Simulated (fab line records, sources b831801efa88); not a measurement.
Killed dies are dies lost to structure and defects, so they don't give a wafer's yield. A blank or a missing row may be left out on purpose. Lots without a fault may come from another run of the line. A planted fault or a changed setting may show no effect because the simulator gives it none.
Tool commonality check | flow gf180mcu | 13 lots, 39 wafers sampled

WHY IT WAS OPENED
At GF_VT_IMPLANT_TW_MEAS_21 the reading VT_IMPLANT_2_TW is flagged on 3 of 13 lots. Wafers without a fault read 1219, standard deviation 12.
Rule: a lot is flagged when every wafer of it that has a number lies more than 4 standard deviations from that mean, or none has a number. The other lots count as sound.

lot  | measured     | on            | VT_IMPLANT_2_TW, wafer by wafer | flag
L299 | day 6 06:35  | film_metro-03 | 1230 1225 1225                  |
L300 | day 6 13:38  | film_metro-02 | 1216 1222 1215                  |
L301 | day 6 19:40  | film_metro-03 | 1219 1233 1220                  |
L309 | day 8 23:36  | film_metro-03 | 1160 1155 1166                  | FLAGGED
L310 | day 9 03:27  | film_metro-04 | 1131 1133 1132                  | FLAGGED
L311 | day 9 13:35  | film_metro-04 | 1138 1137 1141                  | FLAGGED
L312 | day 9 18:57  | film_metro-03 | 1222 1226 1219                  |
L313 | day 9 23:39  | film_metro-02 | 1220 1231 1228                  |
L314 | day 10 12:08 | film_metro-03 | 1226 1220 1228                  |
L315 | day 10 15:36 | film_metro-04 | 1188 1190 1190                  |
L316 | day 10 18:44 | film_metro-03 | 1230 1222 1234                  |
L318 | day 11 13:59 | film_metro-03 | 1230 1223 1223                  |
L322 | day 12 12:48 | film_metro-03 | 1224 1227 1227                  |
The numbers of the flagged lots are 1144 on average: -75 against the usual, or -6 standard deviations.

WHICH TOOL RAN EACH LOT
The record holds 1 process step before the reading, out of a route of 602 steps. In each cell: the tool, then ch and the chambers that the sampled wafers went through, then the start.
lot  | flag    | GF_VT_IMPLANT_IMPLANT_19
L299 |         | implanter-04 ch 0, day 6 06:20
L300 |         | implanter-02 ch 0, day 6 13:25
L301 |         | implanter-04 ch 0, day 6 19:26
L309 | FLAGGED | implanter-02 ch 0, day 8 23:21
L310 | FLAGGED | implanter-02 ch 0, day 9 03:14
L311 | FLAGGED | implanter-02 ch 0, day 9 13:20
L312 |         | implanter-04 ch 0, day 9 18:42
L313 |         | implanter-03 ch 0, day 9 23:26
L314 |         | implanter-04 ch 0, day 10 11:55
L315 |         | implanter-03 ch 0, day 10 15:21
L316 |         | implanter-04 ch 0, day 10 18:31
L318 |         | implanter-03 ch 0, day 11 13:44
L322 |         | implanter-04 ch 0, day 12 12:35
What these steps do:
- GF_VT_IMPLANT_IMPLANT_19
- GF_VT_IMPLANT_TW_MEAS_21

FLAGGED OVER TOTAL, TOOL BY TOOL (the gauges that took the reading come last)
step                     | tool          | lots run | flagged | share of the flagged lots | sound lots run after its first flagged lot
GF_VT_IMPLANT_IMPLANT_19 | implanter-02  | 4        | 3       | all                       | 0
GF_VT_IMPLANT_IMPLANT_19 | implanter-03  | 3        | 0       | none                      | -
GF_VT_IMPLANT_IMPLANT_19 | implanter-04  | 6        | 0       | none                      | -
GF_VT_IMPLANT_TW_MEAS_21 | film_metro-02 | 2        | 0       | none                      | -
GF_VT_IMPLANT_TW_MEAS_21 | film_metro-03 | 8        | 1       | some                      | 5 (L312,L314,L316,L318,L322)
GF_VT_IMPLANT_TW_MEAS_21 | film_metro-04 | 3        | 2       | some                      | 1 (L315)

WHAT THE TABLE ALLOWS
1 row of the table ran every flagged lot: implanter-02 at GF_VT_IMPLANT_IMPLANT_19.
- implanter-02 at GF_VT_IMPLANT_IMPLANT_19: 3 of its 4 lots flagged. Its last sound lot is L300 (day 6 13:25), its first flagged lot L309 (day 8 23:21): a fault that began between those two fits. Its own readings lie more than 4 standard deviations out on every wafer of the flagged lots: dose_ions_cm2, faraday_current_uA.
One tool is left: implanter-02 at GF_VT_IMPLANT_IMPLANT_19.

WHAT THE SIMULATOR HAD PUT IN
Process parameter drift: implanter-02, from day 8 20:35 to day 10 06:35, at GF_VT_IMPLANT_IMPLANT_19. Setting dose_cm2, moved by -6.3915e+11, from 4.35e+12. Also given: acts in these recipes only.
Lots struck among those shown: L309, L310, L311. The rule above found the same.
